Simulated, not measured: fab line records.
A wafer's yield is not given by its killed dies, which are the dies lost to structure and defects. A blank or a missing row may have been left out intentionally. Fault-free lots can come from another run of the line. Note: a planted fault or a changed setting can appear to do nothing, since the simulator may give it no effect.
fab line records	flow sky130	part 1 of 2: steps 1 to 26 of 35
record lots=5	wafers=15	lastDay=49
route steps=708 shown LOCAL_INTERCONNECT@404 CONTACT@406 METAL1@434
lots that met no fault: from a run of the same line without faults
startH: the number of hours between the record's first day and the start of the first shown wafer of the lot	waitH: how many hours have passed since the lot's step before this one	" as in the row above	L1.1+2: a row that stands for several wafers	- value missing, or start not given	* or withheld: withheld	< > ~ a bound
route shown NAME@n: NAME is a module with steps in the file, n the number in the route of the first one	usual: average and standard deviation across the fault-free wafers	same: alike in all rows	chamber/n: place in a boat	sites: per-site readings	_std_site: standard deviation of those values	_edge_site: outer sites' mean less inner sites'	radiusMm: for every site, how far away it sits from the centre of the wafer	mask NAME#n: copy n	behind: the tool/chamber that last shaped the wafer	hold: what put the lot on hold/how long, in hours/how the hold closed	device: whichever transistor did not switch (one of n, p or np)	end of line: tests run on the same wafers once the route is complete	where a step has no rows: the recipe by itself	killed: dies lost to structure and defects at the first sort, not the wafer's yield	map: the dies of a wafer, with x for killed, . for not killed, _ for no die there
set.NAME: the setting the step ran with; set.NAME@STEP: the setting that earlier step ran with	model.NAME: the simulator's own value behind a step, which no gauge read
lots at selected steps of the route; one table per step, one row per wafer
services: from which hour (startH, from the record's first day; less than 0 if before it) a tool's chamber was out of use, for how many hours, and why
## steps
# step SKY_LOCAL_INTERCONNECT_CLEAN_17
# recipe chemistry=IPA	timeS=180	tempC=25
lot.wafer	tool	chamber	startH	waitH
L074.1+4+5	wetBench-02	2	711.32	0.0
L081.4+5+6	wetBench-01	3	771.98	0.0
L091.1+4+5	wetBench-02	1	842.07	0.0
L092.1+2+3	wetBench-04	0	847.92	0.0
L093.1+2+5	wetBench-01	1	859.57	0.0
# step SKY_LOCAL_INTERCONNECT_CLEAN_18
# recipe chemistry=O3/DIW	dry=n2Spin
lot.wafer	tool	chamber	startH	waitH
L074.1+4+5	wetBench-01	3	711.38	0.0
L081.4+5+6	wetBench-04	1	772.03	0.0
L091.1+4+5	wetBench-01	0	842.13	0.0
L092.1+2+3	wetBench-01	0	847.98	0.0
L093.1+2+5	wetBench-04	3	859.63	0.0
# step SKY_CONTACT_CVD_00
# recipe material=Si3N4	targetThkNm=75	tempC=400	timeS=withheld	rfW=450
# usual heaterPowerW=713/71	rfFwdPowerW=444.3/1.9	susceptorTempC=400.00/0.25
lot.wafer	tool	chamber	startH	waitH	heaterPowerW	rfFwdPowerW	susceptorTempC
L074.1	pecvd-03	1	711.47	0.0	732	443.0	399.62
L074.4	"	1	"	"	725	444.1	400.02
L074.5	"	0	"	"	678	443.8	400.41
L081.4	pecvd-01	2	772.15	0.0	739	442.1	399.84
L081.5	"	1	"	"	757	443.6	400.00
L081.6	"	0	"	"	637	443.4	399.94
L091.1	pecvd-01	0	842.31	0.0	624	443.6	399.76
L091.4	"	2	"	"	656	444.0	400.24
L091.5	"	1	"	"	841	445.1	399.64
L092.1	pecvd-03	1	848.07	0.0	627	445.3	399.66
L092.2	"	2	"	"	792	442.3	399.72
L092.3	"	0	"	"	753	442.0	400.24
L093.1	pecvd-01	1	859.72	0.0	731	445.7	400.42
L093.2	"	0	"	"	575	443.6	399.82
L093.5	"	0	"	"	570	443.1	399.78
# step SKY_CONTACT_THK_MEAS_01
# recipe reads=Si3N4_of_CONTACT_CVD_00
# usual CONTACT_CVD_00_THK=75.0/0.83
lot.wafer	tool	chamber	startH	waitH	CONTACT_CVD_00_THK[nm]
L074.1	filmMetro-03	-	711.50	-	73.9
L074.4	"	-	"	"	75.4
L074.5	"	-	"	"	76.1
L081.4	filmMetro-01	-	772.20	-	75.5
L081.5	"	-	"	"	75.8
L081.6	"	-	"	"	74.8
L091.1	filmMetro-03	-	842.35	-	75.9
L091.4	"	-	"	"	75.8
L091.5	"	-	"	"	76.3
L092.1	filmMetro-03	-	848.10	-	75.1
L092.2	"	-	"	"	74.0
L092.3	"	-	"	"	74.6
L093.1	filmMetro-01	-	859.75	-	74.4
L093.2	"	-	"	"	74.5
L093.5	"	-	"	"	75.3
# step SKY_CONTACT_HDPCVD_02
# recipe material=SiO2	targetThkNm=565	sigmaOpenFrac=0.3	timeS=94.2	tempC=600	sih4FlowSccm=60	pressureMtorr=6
# usual susceptorTempC=599.97/0.27
lot.wafer	tool	chamber	startH	waitH	susceptorTempC
L074.1	hdpcvd-02	0	711.56	0.1	599.84
L074.4	"	1	"	"	599.72
L074.5	"	0	"	"	599.34
L081.4	hdpcvd-01	2	772.26	0.1	600.03
L081.5	"	1	"	"	599.97
L081.6	"	0	"	"	599.73
L091.1	hdpcvd-02	0	842.41	0.1	600.26
L091.4	"	0	"	"	600.14
L091.5	"	1	"	"	600.16
L092.1	hdpcvd-02	1	848.16	0.1	599.90
L092.2	"	2	"	"	599.81
L092.3	"	0	"	"	600.13
L093.1	hdpcvd-02	0	859.81	0.1	600.09
L093.2	"	2	"	"	599.81
L093.5	"	1	"	"	600.19
# step SKY_CONTACT_THK_MEAS_03
# recipe reads=SiO2_of_CONTACT_HDPCVD_02
# usual CONTACT_HDPCVD_THK=564/4.8
lot.wafer	tool	chamber	startH	waitH	CONTACT_HDPCVD_THK[nm]
L074.1	filmMetro-01	-	711.63	0.0	564
L074.4	"	-	"	"	560
L074.5	"	-	"	"	567
L081.4	filmMetro-02	-	772.33	0.0	565
L081.5	"	-	"	"	562
L081.6	"	-	"	"	563
L091.1	filmMetro-01	-	842.47	0.0	567
L091.4	"	-	"	"	554
L091.5	"	-	"	"	556
L092.1	filmMetro-02	-	848.23	0.0	561
L092.2	"	-	"	"	565
L092.3	"	-	"	"	559
L093.1	filmMetro-02	-	859.88	0.0	564
L093.2	"	-	"	"	560
L093.5	"	-	"	"	552
# step SKY_CONTACT_CMP_04
# recipe material=SiO2	downForcePsi=4	platenRpm=60	padVelocityMS=0.94248
# usual motorCurrentA=11.4/1	timeToEndpointS=81.7/2.8
lot.wafer	tool	chamber	startH	waitH	motorCurrentA	timeToEndpointS
L074.4	cmp-01	1	711.74	0.1	12.5	81.8
L074.1	"	3	"	"	9.7	81.5
L074.5	"	1	"	"	11.9	84.5
L081.4	cmp-02	0	772.51	0.2	10.2	79.6
L081.6	"	1	"	"	12.3	81.3
L081.5	"	2	"	"	10.2	80.7
L091.4	cmp-02	0	842.58	0.1	10.7	77.5
L091.1	"	1	"	"	12.2	80.8
L091.5	"	3	"	"	12.9	79.9
L092.1	cmp-02	0	848.34	0.1	10.9	79.0
L092.2	"	1	"	"	12.3	83.0
L092.3	"	2	"	"	10.1	78.4
L093.2	cmp-01	3	859.99	0.1	9.8	87.6
L093.1	"	0	"	"	12.4	88.6
L093.5	"	2	"	"	10.5	81.0
# step SKY_CONTACT_BOW_MEAS_05
# recipe mode=bow
# usual CONTACT_BOW=83/7.4
lot.wafer	tool	chamber	startH	waitH	CONTACT_BOW[um]
L074.1	filmMetro-03	-	711.99	0.1	82
L074.4	"	-	"	"	81
L074.5	"	-	"	"	86
L081.4	filmMetro-01	-	772.72	0.2	81
L081.5	"	-	"	"	84
L081.6	"	-	"	"	73
L091.1	filmMetro-03	-	842.83	0.1	87
L091.4	"	-	"	"	80
L091.5	"	-	"	"	94
L092.1	filmMetro-01	-	848.59	0.2	85
L092.2	"	-	"	"	89
L092.3	"	-	"	"	92
L093.1	filmMetro-02	-	860.24	0.1	82
L093.2	"	-	"	"	78
L093.5	"	-	"	"	80
# step SKY_CONTACT_DEHYDRATE_06
# recipe tempC=200	timeS=60
# usual chillPlateTempC=22.99/0.1
lot.wafer	tool	chamber	startH	waitH	chillPlateTempC
L074.1	lithoTrack-04	0	725.20	13.2	23.01
L074.4	"	0	"	"	23.09
L074.5	"	0	"	"	23.04
L081.4	lithoTrack-04	0	785.93	13.2	23.11
L081.5	"	0	"	"	23.05
L081.6	"	0	"	"	22.90
L091.1	lithoTrack-03	0	854.78	11.9	22.97
L091.4	"	0	"	"	22.99
L091.5	"	0	"	"	22.98
L092.1	lithoTrack-04	0	860.71	12.1	22.93
L092.2	"	0	"	"	22.93
L092.3	"	0	"	"	23.07
L093.1	lithoTrack-03	0	873.08	12.8	23.02
L093.2	"	0	"	"	23.07
L093.5	"	0	"	"	23.07
# step SKY_CONTACT_HMDS_07
# recipe primeTimeS=60	primeTempC=120
# usual chillPlateTempC=23.00/0.098
lot.wafer	tool	chamber	startH	waitH	chillPlateTempC
L074.1	lithoTrack-04	0	725.35	0.1	22.81
L074.4	"	0	"	"	22.85
L074.5	"	0	"	"	22.90
L081.4	lithoTrack-04	0	786.08	0.1	23.07
L081.5	"	0	"	"	23.04
L081.6	"	0	"	"	23.03
L091.1	lithoTrack-03	0	854.93	0.1	23.10
L091.4	"	0	"	"	23.01
L091.5	"	0	"	"	23.03
L092.1	lithoTrack-04	0	860.86	0.1	22.93
L092.2	"	0	"	"	23.08
L092.3	"	0	"	"	23.08
L093.1	lithoTrack-03	0	873.23	0.1	22.94
L093.2	"	0	"	"	23.06
L093.5	"	0	"	"	23.11
# step SKY_CONTACT_COAT_08
# recipe resist=BARC	tempC=withheld	timeS=withheld	spinRpm=3000	resistThkNm=60
# usual chillPlateTempC=*
lot.wafer	tool	chamber	startH	waitH	chillPlateTempC
L074.1	lithoTrack-04	0	725.50	0.1	*
L074.4	"	0	"	"	*
L074.5	"	0	"	"	*
L081.4	lithoTrack-04	0	786.23	0.1	*
L081.5	"	0	"	"	*
L081.6	"	0	"	"	*
L091.1	lithoTrack-03	0	855.08	0.1	*
L091.4	"	0	"	"	*
L091.5	"	0	"	"	*
L092.1	lithoTrack-04	0	861.01	0.1	*
L092.2	"	0	"	"	*
L092.3	"	0	"	"	*
L093.1	lithoTrack-03	0	873.38	0.1	*
L093.2	"	0	"	"	*
L093.5	"	0	"	"	*
# step SKY_CONTACT_COAT_09
# recipe resist=KrF-thick	spinRpm=3000	resistThkNm=450
# usual chillPlateTempC=22.98/0.11
lot.wafer	tool	chamber	startH	waitH	chillPlateTempC
L074.1	lithoTrack-04	0	-	-	22.96
L074.4	"	0	"	"	23.02
L074.5	"	0	"	"	23.10
L081.4	lithoTrack-04	0	-	-	23.18
L081.5	"	0	"	"	23.14
L081.6	"	0	"	"	23.24
L091.1	lithoTrack-03	0	-	-	23.12
L091.4	"	0	"	"	23.04
L091.5	"	0	"	"	23.04
L092.1	lithoTrack-04	0	-	-	23.04
L092.2	"	0	"	"	23.02
L092.3	"	0	"	"	22.87
L093.1	lithoTrack-03	0	-	-	23.02
L093.2	"	0	"	"	23.07
L093.5	"	0	"	"	22.95
# step SKY_CONTACT_SOFTBAKE_10
# recipe tempC=100	timeS=90	resist=KrF-thick
# usual chillPlateTempC=22.98/0.11
lot.wafer	tool	chamber	startH	waitH	chillPlateTempC
L074.1	lithoTrack-04	0	-	-	23.17
L074.4	"	0	"	"	23.18
L074.5	"	0	"	"	23.16
L081.4	lithoTrack-04	0	-	-	22.88
L081.5	"	0	"	"	22.87
L081.6	"	0	"	"	23.01
L091.1	lithoTrack-03	0	-	-	22.89
L091.4	"	0	"	"	23.14
L091.5	"	0	"	"	23.00
L092.1	lithoTrack-04	0	-	-	23.07
L092.2	"	0	"	"	23.12
L092.3	"	0	"	"	22.97
L093.1	lithoTrack-03	0	-	-	22.74
L093.2	"	0	"	"	22.82
L093.5	"	0	"	"	22.73
# step SKY_CONTACT_EXPOSE_11
# recipe maskId=CTM1	na=0.8	sourceShape=annular	sigmaInner=0.55	sigmaOuter=0.85	targetCdNm=170	doseMj=38
lot.wafer	tool	chamber	startH	waitH	mask
L074.1+4+5	krfScanner-02	0	-	-	CTM1#0
L081.4+5+6	krfScanner-01	0	-	-	CTM1#0
L091.1+4+5	krfScanner-01	0	-	-	CTM1#0
L092.1+2+3	krfScanner-01	0	-	-	CTM1#0
L093.1+2+5	krfScanner-01	0	-	-	CTM1#0
# step SKY_CONTACT_PEB_12
# recipe pebTempC=withheld	pebTimeS=withheld	resist=KrF-thick
# usual chillPlateTempC=*
lot.wafer	tool	chamber	startH	waitH	chillPlateTempC
L074.1	lithoTrack-02	0	-	-	*
L074.4	"	0	"	"	*
L074.5	"	0	"	"	*
L081.4	lithoTrack-03	0	-	-	*
L081.5	"	0	"	"	*
L081.6	"	0	"	"	*
L091.1	lithoTrack-03	0	-	-	*
L091.4	"	0	"	"	*
L091.5	"	0	"	"	*
L092.1	lithoTrack-03	0	-	-	*
L092.2	"	0	"	"	*
L092.3	"	0	"	"	*
L093.1	lithoTrack-04	0	-	-	*
L093.2	"	0	"	"	*
L093.5	"	0	"	"	*
# step SKY_CONTACT_DEVELOP_13
# recipe developTimeS=60	resist=KrF-thick	devTempC=21
# usual chillPlateTempC=22.98/0.11
# same developTimeS=60
lot.wafer	tool	chamber	startH	waitH	chillPlateTempC
L074.1	lithoTrack-02	0	-	-	23.02
L074.4	"	0	"	"	23.08
L074.5	"	0	"	"	22.86
L081.4	lithoTrack-03	0	-	-	22.89
L081.5	"	0	"	"	23.08
L081.6	"	0	"	"	22.95
L091.1	lithoTrack-03	0	-	-	23.02
L091.4	"	0	"	"	22.88
L091.5	"	0	"	"	23.13
L092.1	lithoTrack-03	0	-	-	22.91
L092.2	"	0	"	"	23.06
L092.3	"	0	"	"	22.89
L093.1	lithoTrack-04	0	-	-	23.18
L093.2	"	0	"	"	23.01
L093.5	"	0	"	"	23.04
# step SKY_CONTACT_CD_MEAS_14
# recipe targetCdNm=170
# usual cdNm=169.7/1.4
lot.wafer	tool	chamber	startH	waitH	cdNm
L074.1	cdSem-02	-	739.26	-	170.7
L074.4	"	-	"	"	169.6
L074.5	"	-	"	"	169.5
L081.4	cdSem-01	-	799.04	-	170.2
L081.5	"	-	"	"	172.9
L081.6	"	-	"	"	172.4
L091.1	cdSem-02	-	868.83	-	167.1
L091.4	"	-	"	"	168.3
L091.5	"	-	"	"	169.6
L092.1	cdSem-01	-	874.58	-	168.2
L092.2	"	-	"	"	169.9
L092.3	"	-	"	"	169.1
L093.1	cdSem-01	-	886.16	-	169.7
L093.2	"	-	"	"	172.2
L093.5	"	-	"	"	172.2
# step SKY_CONTACT_OVL_MEAS_15
# usual CONTACT_OVL=4/5.4
lot.wafer	tool	chamber	startH	waitH	CONTACT_OVL[nm]
L074.1	overlay-01	-	739.38	0.1	4
L074.4	"	-	"	"	3
L074.5	"	-	"	"	2
L081.4	overlay-01	-	799.12	0.1	-6
L081.5	"	-	"	"	0
L081.6	"	-	"	"	-3
L091.1	overlay-02	-	868.95	0.1	8
L091.4	"	-	"	"	15
L091.5	"	-	"	"	9
L092.1	overlay-01	-	874.70	0.1	-1
L092.2	"	-	"	"	1
L092.3	"	-	"	"	7
L093.1	overlay-02	-	886.28	0.1	1
L093.2	"	-	"	"	1
L093.5	"	-	"	"	-4
# step SKY_CONTACT_ETCH_16
# recipe chemistry=N2/H2	target=BARC	ionEnergyEv=200	sourceW=500	biasW=100	pressureMtorr=30	n2FlowSccm=100	h2FlowSccm=200	stopOn=SiO2	timeS=45.9	targetDepthA=600
# usual drypumpMotorCurrentA=5.6/0.36	oesProductAu=0.854/0.0044	rfFwdPowerW=495.1/1.9	throttleValvePct=13.223/0.0091
lot.wafer	tool	chamber	startH	waitH	drypumpMotorCurrentA	oesProductAu	rfFwdPowerW	rfHoursCounterH	throttleValvePct
L074.1	rieDiel-01	3	739.42	0.0	5.8	0.852	495.1	1	13.214
L074.4	"	1	"	"	5.6	0.860	492.5	14	13.208
L074.5	"	0	"	"	6.0	0.851	497.1	-	13.219
L081.4	rieDiel-01	1	799.14	0.0	5.6	0.851	494.5	16	13.230
L081.5	"	0	"	"	6.0	0.859	495.7	-	13.223
L081.6	"	3	"	"	5.8	0.859	492.0	-	13.225
L091.1	rieDiel-03	0	868.99	0.0	5.7	0.855	494.7	3	13.245
L091.4	"	1	"	"	5.7	0.856	494.2	1	13.226
L091.5	"	0	"	"	5.8	0.855	494.7	-	13.217
L092.1	rieDiel-01	1	874.74	0.0	5.6	0.849	495.6	17	13.229
L092.2	"	2	"	"	5.5	0.853	493.9	2	13.212
L092.3	"	3	"	"	5.8	0.854	493.1	5	13.220
L093.1	rieDiel-02	3	886.31	0.0	4.8	0.859	493.6	18	13.217
L093.2	"	2	"	"	6.0	0.860	494.9	14	13.224
L093.5	"	2	"	"	6.0	0.855	496.7	-	13.215
# step SKY_CONTACT_ETCH_17
# recipe target=SiO2	chemistry=C4F8/O2/Ar	stopOn=Si3N4	maskMaterial=KrF-thick	sourceW=1500	biasW=1200	pressureMtorr=40	c4f8FlowSccm=withheld	O2_flow_sccm=6	Ar_flow_sccm=300	timeS=withheld	targetDepthA=3400
# usual oesProductAu=0.891/0.0051	rfFwdPowerW=1488/5.7
lot.wafer	tool	chamber	startH	waitH	oesProductAu	rfFwdPowerW
L074.1	rieDiel-01	3	739.46	0.0	0.903	1486
L074.4	"	1	"	"	0.897	1482
L074.5	"	0	"	"	0.881	1488
L081.4	rieDiel-01	1	799.18	0.0	0.886	1490
L081.5	"	0	"	"	0.896	1492
L081.6	"	3	"	"	0.889	1492
L091.1	rieDiel-03	0	869.03	0.0	0.888	1493
L091.4	"	1	"	"	0.896	1472
L091.5	"	0	"	"	0.894	1500
L092.1	rieDiel-01	1	874.78	0.0	0.878	1488
L092.2	"	2	"	"	0.892	1476
L092.3	"	3	"	"	0.889	1478
L093.1	rieDiel-02	3	886.35	0.0	0.882	1487
L093.2	"	2	"	"	0.895	1487
L093.5	"	2	"	"	0.883	1482
# step SKY_CONTACT_ETCH_18
# recipe target=Si3N4	chemistry=CHF3/O2	stopOn=TiN	sourceW=600	biasW=200	pressureMtorr=40	chf3FlowSccm=50	O2_flow_sccm=5	timeS=39	targetDepthA=750
# usual drypumpMotorCurrentA=5.6/0.36	oesProductAu=0.854/0.0075	rfFwdPowerW=593.6/2.3	throttleValvePct=8.794/0.0089
lot.wafer	tool	chamber	startH	waitH	drypumpMotorCurrentA	oesProductAu	rfFwdPowerW	rfHoursCounterH	throttleValvePct
L074.1	rieDiel-01	3	-	-	5.8	0.856	593.0	1	8.792
L074.4	"	1	"	"	5.6	0.857	589.9	14	8.809
L074.5	"	0	"	"	6.0	0.859	596.9	-	8.802
L081.4	rieDiel-01	1	-	-	5.6	0.855	594.2	16	8.794
L081.5	"	0	"	"	6.0	0.861	594.8	-	8.790
L081.6	"	3	"	"	5.8	0.851	591.3	-	8.789
L091.1	rieDiel-03	0	-	-	5.7	0.856	593.3	4	8.794
L091.4	"	1	"	"	5.7	0.860	594.9	1	8.791
L091.5	"	0	"	"	5.7	0.875	592.9	-	8.801
L092.1	rieDiel-01	1	-	-	5.6	0.852	595.7	18	8.796
L092.2	"	2	"	"	5.6	0.844	590.6	2	8.785
L092.3	"	3	"	"	5.8	0.854	588.7	5	8.787
L093.1	rieDiel-02	3	-	-	4.8	0.854	593.1	18	8.801
L093.2	"	2	"	"	6.0	0.847	592.9	14	8.794
L093.5	"	2	"	"	6.0	0.851	594.3	-	8.812
# step SKY_CONTACT_STRIP_19
# recipe chemistry=O2/N2	powerW=1400	pressureMtorr=1500	platenTempC=withheld	o2FlowSccm=3000	n2FlowSccm=300	overashFraction=0.5
# usual drypumpMotorCurrentA=5.5/0.31	o2FlowSccm=2998/9.5	oesProductAu=0.381/0.0047	stripTimeToEndpointS=3.632/0.023
lot.wafer	tool	chamber	startH	waitH	drypumpMotorCurrentA	o2FlowSccm	oesProductAu	rfHoursCounterH	stripTimeToEndpointS
L074.1	plasmaAsher-02	1	739.55	-	5.1	2994	0.390	93	3.640
L074.4	"	1	"	"	5.1	2994	0.378	-	3.630
L074.5	"	0	"	"	5.3	3004	0.377	-	3.645
L081.4	plasmaAsher-03	0	799.30	-	5.6	3008	0.390	-	3.576
L081.5	"	0	"	"	5.6	3006	0.377	-	3.629
L081.6	"	1	"	"	5.3	2989	0.379	-	3.597
L091.1	plasmaAsher-02	0	869.12	-	5.3	2984	0.380	107	3.633
L091.4	"	1	"	"	5.1	3001	0.382	-	3.634
L091.5	"	0	"	"	5.3	2984	0.378	-	3.643
L092.1	plasmaAsher-04	0	874.87	-	5.7	2993	0.380	8	3.599
L092.2	"	1	"	"	6.1	3014	0.384	8	3.626
L092.3	"	0	"	"	5.7	3010	0.380	-	3.618
L093.1	plasmaAsher-03	1	886.44	-	5.2	3014	0.383	53	3.623
L093.2	"	0	"	"	5.6	3004	0.384	53	3.651
L093.5	"	0	"	"	5.6	3000	0.380	-	3.632
# step SKY_CONTACT_STRIP_20
# recipe chemistry=postEtchResidueRemover	timeS=1200	tempC=72.5
lot.wafer	tool	chamber	startH	waitH
L074.1+4+5	wetBench-03	2	739.65	0.1
L081.4+5+6	wetBench-02	1	799.37	0.0
L091.1+4+5	wetBench-02	3	869.22	0.1
L092.1+2+3	wetBench-02	2	874.97	0.1
L093.1+2+5	wetBench-01	0	886.54	0.1
# step SKY_CONTACT_CLEAN_21
# recipe chemistry=IPA	timeS=180	tempC=25
lot.wafer	tool	chamber	startH	waitH
L074.1+4+5	wetBench-02	1	740.02	0.0
L081.4+5+6	wetBench-01	0	799.71	0.0
L091.1+4+5	wetBench-01	0	869.56	0.0
L092.1+2+3	wetBench-03	2	875.31	0.0
L093.1+2+5	wetBench-03	0	886.92	0.0
# step SKY_CONTACT_CLEAN_22
# recipe chemistry=O3/DIW	dry=n2Spin
lot.wafer	tool	chamber	startH	waitH
L074.1+4+5	wetBench-01	3	740.08	0.0
L081.4+5+6	wetBench-02	2	799.77	0.0
L091.1+4+5	wetBench-03	0	869.62	0.0
L092.1+2+3	wetBench-01	3	875.37	0.0
L093.1+2+5	wetBench-01	2	886.97	0.0
# step SKY_CONTACT_SPUTTER_23
# recipe material=TiN	targetThkNm=20	chamberPressurePa=5	powerW=4000	timeS=80
# usual throttleValvePct=30.1/1.1
lot.wafer	tool	chamber	startH	waitH	throttleValvePct
L074.1	pvdSputter-02	-	740.17	0.0	30.4
L074.4	"	-	"	"	30.1
L074.5	"	-	"	"	30.2
L081.4	pvdSputter-04	-	799.86	0.0	31.8
L081.5	"	-	"	"	29.8
L081.6	"	-	"	"	31.7
L091.1	pvdSputter-03	-	869.71	0.0	29.1
L091.4	"	-	"	"	28.5
L091.5	"	-	"	"	28.8
L092.1	pvdSputter-04	-	875.46	0.0	31.7
L092.2	"	-	"	"	30.0
L092.3	"	-	"	"	32.2
L093.1	pvdSputter-02	-	887.07	0.0	29.5
L093.2	"	-	"	"	30.4
L093.5	"	-	"	"	29.6
